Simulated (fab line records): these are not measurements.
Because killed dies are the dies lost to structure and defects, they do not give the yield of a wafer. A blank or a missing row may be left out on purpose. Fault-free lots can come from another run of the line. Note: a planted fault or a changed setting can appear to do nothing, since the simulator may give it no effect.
Which of the tools did it? ; flow sky130 ; 12 lots with 36 wafers sampled at 6 steps, on a route of 708 steps

WHAT THE GAUGES READ, wafer by wafer
SKY_PASSIVATION_THK_MEAS_01.
lot;measured;on;PASSIVATION_CVD_00_THK (nm)
L075;day 44 05:15;filmMetro-02;89.5 90.8 90.3
L077;day 44 19:13;filmMetro-01;89.1 90.1 92.1
L080;day 45 10:07;filmMetro-02;89.7 91.6 91.4
L081;day 46 05:54;filmMetro-02;89.5 90.1 91.4
L083;day 46 16:04;filmMetro-02;90.4 89.4 90.2
L085;day 47 03:41;filmMetro-02;88.5 87.6 90.6
L087;day 47 09:02;filmMetro-03;90.3 91.8 92.1
L089;day 48 04:50;filmMetro-02;89.9 89.7 90.8
L090;day 48 19:52;filmMetro-01;88.6 89.5 90.2
L093;day 48 21:48;filmMetro-02;89.4 91.2 91.7
L095;day 49 11:35;filmMetro-03;89.2 90.6 90.6
L097;day 49 15:41;filmMetro-02;88.1 89.2 92.0

EACH LOT AND THE TOOL THAT RAN IT (in order: tool; ch and the chambers of the sampled wafers; start)
lot;SKY_CONTACT_ETCH_17;SKY_METAL1_SPUTTER_04;SKY_METAL3_SPUTTER_01;SKY_CAPM_STRIP_14;SKY_VIA3_CMP_02
L075;rieDiel-02 ch 1,3, day 31 18:05;pvdSputter-01, day 31 19:31;pvdSputter-02, day 36 14:34;plasmaAsher-04 ch 0,1, day 37 17:33;cmp-01 ch 0,3, day 38 21:01
L077;rieDiel-02 ch 0,1,3, day 32 15:44;pvdSputter-01, day 32 17:12;pvdSputter-01, day 37 10:24;plasmaAsher-04 ch 0,1, day 38 12:05;cmp-02 ch 1,3, day 39 14:12
L080;rieDiel-02 ch 0,1,3, day 33 08:27;pvdSputter-04, day 33 10:00;pvdSputter-01, day 38 00:57;plasmaAsher-04 ch 1, day 39 02:24;cmp-02 ch 1,2, day 40 05:53
L081;rieDiel-01 ch 0,1,3, day 34 09:39;pvdSputter-01, day 34 11:04;pvdSputter-01, day 39 01:29;plasmaAsher-04 ch 0,1, day 40 03:05;cmp-02 ch 0,2, day 41 06:05
L083;rieDiel-02 ch 1,2,3, day 34 22:56;pvdSputter-01, day 35 00:24;pvdSputter-04, day 39 14:02;plasmaAsher-02 ch 0,1, day 40 15:19;cmp-01 ch 0,1,2, day 41 17:30
L085;rieDiel-02 ch 0,1,2, day 35 14:35;pvdSputter-02, day 35 16:01;pvdSputter-01, day 40 04:56;plasmaAsher-02 ch 0,1, day 41 05:14;cmp-02 ch 1,2, day 42 07:22
L087;rieDiel-04 ch 0,1,2, day 35 21:15;pvdSputter-01, day 35 22:44;pvdSputter-04, day 40 11:38;plasmaAsher-01 ch 0,1, day 41 12:13;cmp-02 ch 0,3, day 42 14:48
L089;rieDiel-01 ch 2,3, day 36 23:44;pvdSputter-04, day 37 01:11;pvdSputter-02, day 41 12:23;plasmaAsher-01 ch 0,1, day 42 12:29;cmp-02 ch 0,1,3, day 43 13:37
L090;rieDiel-01 ch 0,1,3, day 37 17:20;pvdSputter-02, day 37 18:47;pvdSputter-02, day 42 05:05;plasmaAsher-01 ch 0,1, day 43 04:08;cmp-02 ch 1,2,3, day 44 05:46
L093;rieDiel-02 ch 0,1, day 37 19:42;pvdSputter-01, day 37 21:10;pvdSputter-04, day 42 08:38;plasmaAsher-01 ch 0,1, day 43 07:47;cmp-01 ch 0,2,3, day 44 08:39
L095;rieDiel-04 ch 0,2, day 38 15:12;pvdSputter-04, day 38 16:38;pvdSputter-01, day 43 02:07;plasmaAsher-02 ch 0,1, day 44 01:17;cmp-01 ch 1,2,3, day 45 01:38
L097;rieDiel-01 ch 1,2,3, day 38 22:12;pvdSputter-04, day 38 23:37;pvdSputter-02, day 43 08:54;plasmaAsher-02 ch 0,1, day 44 07:36;cmp-02 ch 1,2,3, day 45 07:44
- SKY_CONTACT_ETCH_17: etches SiO2 in C4F8/O2/Ar, stops on Si3N4, target depth 340 nm.
- SKY_METAL1_SPUTTER_04: material TiN, target thk 70 nm, time 58.3 s.
- SKY_METAL3_SPUTTER_01: material TiN, target thk 20 nm, time 16.7 s.
- SKY_CAPM_STRIP_14: strips in O2/N2.
- SKY_VIA3_CMP_02: polishes SiO2.

THE ANSWER, worked out from the rows above alone
Rule: the lots themselves supply what counts as usual. Put in order of their means at a reading, lots are off if they are a third of the lots or fewer, leave a main group of 4 or more, and stand apart from it by a gap of 3 or more times the standard deviation of the main group's means; of several such gaps the widest counts. A main group is skipped when, at the precision printed for the reading in the tables above, its means are all equal. Also off: a lot with no number at a reading for which 4 or more lots have one. Any other lot the step has rows for is counted as sound.
None of the lots is off at any reading shown; this tells nothing.

WHAT THE SIMULATOR HAD PUT IN
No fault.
